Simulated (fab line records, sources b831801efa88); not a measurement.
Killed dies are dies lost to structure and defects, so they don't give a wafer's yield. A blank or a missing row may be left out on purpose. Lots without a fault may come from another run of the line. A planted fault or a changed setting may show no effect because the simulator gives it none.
Split-lot experiment | flow sky130 | 5 lots, 23 wafers read, on a route of 708 steps

THE SPLIT
At SKY_LDD_P_COAT_02 (resist thk 1140 nm), the setting spin_rpm was moved away from the recipe's 3000 rpm on 7 of the 23 wafers read, by -6.9% to +3.7%. The other wafers ran this setting at the recipe's value.

The reading is taken at the split's own step.

THE READING
NOVOLAK_of_LDD_P_COAT_02.thk_nm (the simulator's own value, which no gauge read), in nm, at SKY_LDD_P_COAT_02 (resist thk 1140 nm). The file gives no usual value for it. The 16 wafers here that ran the recipe average 1141 nm, standard deviation 2.8 nm.

wafer  | tool, chamber at the split | spin_rpm as run, rpm | against the recipe | NOVOLAK_of_LDD_P_COAT_02.thk_nm, nm | against lot-mates on the recipe
L077.2 | litho_track-02, 0          | 3000                 | recipe             | 1144                                | -
L077.3 | litho_track-02, 0          | 2793                 | -6.9%              | 1184                                | +44
L077.4 | litho_track-02, 0          | 2793                 | -6.9%              | 1180                                | +40
L077.5 | litho_track-02, 0          | 3000                 | recipe             | 1139                                | -
L077.6 | litho_track-02, 0          | 3000                 | recipe             | 1136                                | -
L078.1 | litho_track-02, 0          | 3111                 | +3.7%              | 1122                                | -20
L078.2 | litho_track-02, 0          | 3111                 | +3.7%              | 1122                                | -20
L078.3 | litho_track-02, 0          | 3000                 | recipe             | 1140                                | -
L078.4 | litho_track-02, 0          | 3111                 | +3.7%              | 1125                                | -18
L078.5 | litho_track-02, 0          | 3000                 | recipe             | 1145                                | -
L080.1 | litho_track-02, 0          | 3000                 | recipe             | 1142                                | -
L080.2 | litho_track-02, 0          | 3000                 | recipe             | 1138                                | -
L080.6 | litho_track-02, 0          | 3000                 | recipe             | 1138                                | -
L080.4 | litho_track-02, 0          | 3000                 | recipe             | 1141                                | -
L080.5 | litho_track-02, 0          | 3000                 | recipe             | 1139                                | -
L081.1 | litho_track-02, 0          | 2883                 | -3.9%              | 1165                                | +21
L081.2 | litho_track-02, 0          | 3000                 | recipe             | 1142                                | -
L081.3 | litho_track-02, 0          | 2883                 | -3.9%              | 1166                                | +22
L081.5 | litho_track-02, 0          | 3000                 | recipe             | 1145                                | -
L081.6 | litho_track-02, 0          | 3000                 | recipe             | 1144                                | -
L082.1 | litho_track-02, 0          | 3000                 | recipe             | 1141                                | -
L082.4 | litho_track-02, 0          | 3000                 | recipe             | 1146                                | -
L082.5 | litho_track-02, 0          | 3000                 | recipe             | 1143                                | -

THE FIT
A straight line over all 23 wafers: NOVOLAK_of_LDD_P_COAT_02.thk_nm changes by -5.67 nm for each +1% of spin_rpm; r = -0.98; the points scatter about the line by 2.8 nm.
The same after taking each lot's own level away (the mean of its wafers on the recipe; 23 wafers): -5.8 nm for each +1%; r = -0.99; scatter 2.3 nm.
On that fit, the largest move of spin_rpm shifts the reading by 40 nm.
The lots' own levels span 1139.6 to 1143.7 nm, that is 1.4 times the standard deviation above.
So the lot-to-lot level changes the slope little: the two slopes agree.
Check: with one of the wafers moved furthest among these (-6.9%) left out of the fit, the line predicts +38.7 nm for it against its lot-mates. It came out at +44.3 nm against them.

OTHER SPLITS ON THESE WAFERS
These wafers also went through other splits before the reading. Each is held against what the fit with the lots' levels taken away leaves over:
other split on the same wafers        | wafers away from the commonest value | r with NOVOLAK_of_LDD_P_COAT_02.thk_nm (lot level and that fit taken away)
SKY_GATE_OXIDE_OXIDATION_01 ox_time_s | 18                                   | -0.11
SKY_GATE_OXIDE_IMPLANT_11 dose_cm2    | 8                                    | -0.07
SKY_POLY_GATE_EXPOSE_10 dose_mj       | 8                                    | +0.10
SKY_POLY_GATE_ETCH_15 ion_energy_ev   | 7                                    | -0.25
SKY_LDD_N_IMPLANT_10 energy_kev       | 10                                   | +0.25

THE WHOLE CHAIN: every reading that the file lists as answering this split, in the file's order
step               | what it does       | reading                                                                          | change (the file's fit)              | r (the file's)
SKY_LDD_P_COAT_02  | resist thk 1140 nm | NOVOLAK_of_LDD_P_COAT_02.thk_nm (the simulator's own value, which no gauge read) | -5.86 nm for each +1% of the setting | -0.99
SKY_LDD_P_STRIP_10 | strips in O2/N2    | strip_time_to_endpoint_s                                                         | withheld for each +1% of the setting | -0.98

THE FILE'S OWN FIT
NOVOLAK_of_LDD_P_COAT_02.thk_nm changes by -5.86 nm for each +1% of spin_rpm, r = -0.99.
